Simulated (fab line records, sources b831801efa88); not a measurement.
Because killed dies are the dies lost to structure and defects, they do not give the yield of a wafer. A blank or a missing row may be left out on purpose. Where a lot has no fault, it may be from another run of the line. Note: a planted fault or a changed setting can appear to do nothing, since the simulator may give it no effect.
Comparing a struck lot with a sound one + flow sky130 + 22 steps out of a route of 708
Sound: these wafers, L431.4, L431.5, L431.6. The struck wafers were L421.1, L421.3, L421.5. The cause is named last.
Order at every step that has rows: each side's tool, ch and its chambers, its first start. Under that, the readings that differ: sound wafers + struck wafers + difference of the means + sigmas: that difference in standard deviations of wafers without a fault.
alike: words and numbers the same on both sides, and readings whose means are apart by under 2 such deviations; not compared: readings that were withheld, readings missing a value for some wafer, numbers with overlapping values and no deviation given by the record, and bounds like >300 which may hide the same value.
The two part at a step that has a row with sigmas, a row that says differs or no value, or rows on one side only. Numbers that don't overlap but have no deviation are shown without sigmas and don't part them. A reading missing from all wafers of one side parts the sides only when that side holds two or more wafers.

first, 2 steps without rows for these wafers: SKY_RES_PROTECT_DEVELOP_06 (develop time 60 s); SKY_POLY_GATE_IMPLANT_02.
SKY_RES_PROTECT_STRIP_07: strips in O2/N2.
  sound on plasma_asher-03 ch 0,1, day 21 14:01; struck on plasma_asher-03 ch 0,1, day 18 10:12
  alike: drypump_motor_current_A, oes_product_au, strip_time_to_endpoint_s
  not compared: rf_hours_counter_h
SKY_RES_PROTECT_TW_MEAS_08:
  sound: film_metro-02 at day 21 14:07; struck: film_metro-01 at day 18 10:18
  alike: POLY_GATE_TW
then, 2 steps without rows for these wafers: SKY_RES_PROTECT_CLEAN_09 (cleans in SC1/SC2, time 150 s); SKY_POLY_GATE_CVD_03 (deposits Si3N4 from DCS/NH3, target thk 75 nm, time 1290 s).
SKY_POLY_GATE_THK_MEAS_04:
  sound: film_metro-01 at day 21 15:35; struck: film_metro-01 at day 18 11:46
  alike: POLY_GATE_CVD_03_THK
then, 5 steps without rows for these wafers: SKY_POLY_GATE_DEHYDRATE_05 (time 60 s); SKY_POLY_GATE_HMDS_06 (prime time 60 s); SKY_POLY_GATE_COAT_07 (resist thk 110 nm); SKY_POLY_GATE_COAT_08 (resist thk 450 nm); SKY_POLY_GATE_SOFTBAKE_09 (time 90 s).
SKY_POLY_GATE_EXPOSE_10: exposes mask P1M, target cd 150 nm.
  sound on krf_scanner-02 ch 0, day 22 06:38; struck on krf_scanner-01 ch 0, day 19 02:35
| reading              | sound             | struck            | difference | sigmas |
|----------------------|-------------------|-------------------|------------|--------|
| exposure_dose_mJ_cm2 | 27.96 27.97 27.94 | 30.73 30.74 30.73 | +2.78      | +90    |
  alike: mask
then, 2 steps without rows for these wafers: SKY_POLY_GATE_PEB_11; SKY_POLY_GATE_DEVELOP_12 (develop time 60 s).
SKY_POLY_GATE_CD_MEAS_13: target cd 150 nm.
  sound: cd_sem-02 at day 22 21:59; struck: cd_sem-01 at day 19 18:35
| reading    | sound             | struck            | difference | sigmas |
|------------|-------------------|-------------------|------------|--------|
| cd_nm (nm) | 149.4 147.8 146.8 | 132.2 132.7 130.7 | -16.1      | -10    |
SKY_POLY_GATE_OVL_MEAS_14:
  sound: overlay-01 at day 22 22:04; struck: overlay-02 at day 19 18:42
  alike: POLY_GATE_OVL
SKY_POLY_GATE_ETCH_15: etches BARC in N2/H2, stops on SiO2, time 118.5 s, target depth 110 nm.
  sound on rie_diel-01 ch 2,3, day 22 22:05; struck on rie_diel-02 ch 1,3, day 19 18:44
| reading                    | sound             | struck          | difference | sigmas |
|----------------------------|-------------------|-----------------|------------|--------|
| model.POLY_GATE.cd_nm (nm) | 150.3 148.4 147.2 | 130.5 134.5 131 | -16.6      |        |
  alike: drypump_motor_current_A, oes_product_au, throttle_valve_pct
  not compared: rf_hours_counter_h
SKY_POLY_GATE_ETCH_16: etches Si3N4 in CH3F/O2, stops on poly-Si, time 147.5 s, target depth 75 nm.
  sound on rie_diel-01 ch 2,3, day 22 22:10; struck on rie_diel-02 ch 1,3, day 19 18:49
  alike: drypump_motor_current_A, oes_product_au, throttle_valve_pct
  not compared: rf_hours_counter_h
SKY_POLY_GATE_ETCH_17: etches poly-Si in HBr/Cl2, stops on SiO2, target depth 180 nm, time 70.5 s.
  sound on rie_si-01 ch 0,1,2, day 22 22:17; struck on rie_si-01 ch 0,2, day 19 18:55
| reading                    | sound             | struck            | difference | sigmas |
|----------------------------|-------------------|-------------------|------------|--------|
| model.POLY_GATE.cd_nm (nm) | 149.3 148.6 148.2 | 131.2 134.5 132.1 | -16.1      |        |
  alike: HBr_flow_sccm, drypump_motor_current_A, he_backside_leak_sccm, oes_product_au, throttle_valve_pct
  not compared: rf_hours_counter_h
SKY_POLY_GATE_STRIP_18: strips in O2/N2.
  sound on plasma_asher-03 ch 0,1, day 22 22:21; struck on plasma_asher-02 ch 0,1, day 19 18:58
  alike: drypump_motor_current_A, oes_product_au, strip_time_to_endpoint_s
  not compared: rf_hours_counter_h
-- a jump in the record: the struck wafers' starts before and after are 29 days apart (it breaks off in module POLY_GATE and resumes in module PAD_OPEN, where the first step shown is number 708 of the route) --
SKY_PAD_OPEN_PROBE_99:
  sound: prober-01 at day 50 01:59; struck: prober-01 at day 48 08:24
| reading                                 | sound             | struck            | difference | sigmas |
|-----------------------------------------|-------------------|-------------------|------------|--------|
| killed_at_contacts                      | 18 22 20          | 30 29 32          | +10        | +2     |
| killed_dies                             | 78 97 74          | 109 94 108        | +21        | +2     |
| killed_on_rim                           | 12 21 14          | 37 24 28          | +14        | +4     |
| model.etest.pfet_01v8.r_on_ohm_um       | 2896 2859 2838    | 2647 2676 2644    | -209       |        |
| model.etest.pfet_g5v0d10v5.r_on_ohm_um  | 4769 4815 4777    | 4566 4591 4610    | -198       |        |
| model.etest.res_poly.line_ohm_um        | 525.5 522.6 534.7 | 638.3 623.2 626.3 | +101.7     |        |
| model.etest.nfet_01v8.r_on_ohm_um       | 847.9 840.1 850.9 | 783.8 778.3 791.2 | -61.9      |        |
| model.etest.nfet_g5v0d10v5.r_on_ohm_um  | 1902 1910 1881    | 1822 1863 1824    | -61        |        |
| model.etest.sonos_uncharged.r_on_ohm_um | 814.7 817.5 816   | 755.8 761 766     | -55.1      |        |
| model.etest.nfet_01v8_lvt.drive_ua_um   | 570 582.2 557.4   | 596.2 605.2 589.6 | +27.1      |        |
  alike: killed_at_M0_to_M3, killed_at_M4_up, killed_at_front_end, killed_at_other, killed_open, killed_short
  not compared: model.etest.res_xhigh_po.line_ohm_um

== WHERE THEY PART ==
First at SKY_POLY_GATE_EXPOSE_10; last, within this record, at SKY_PAD_OPEN_PROBE_99.

WHY: whatever the simulator had introduced
Drift in process parameters on krf_scanner-01 at SKY_POLY_GATE_EXPOSE_10, starting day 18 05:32. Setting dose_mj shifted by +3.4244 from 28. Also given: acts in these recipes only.
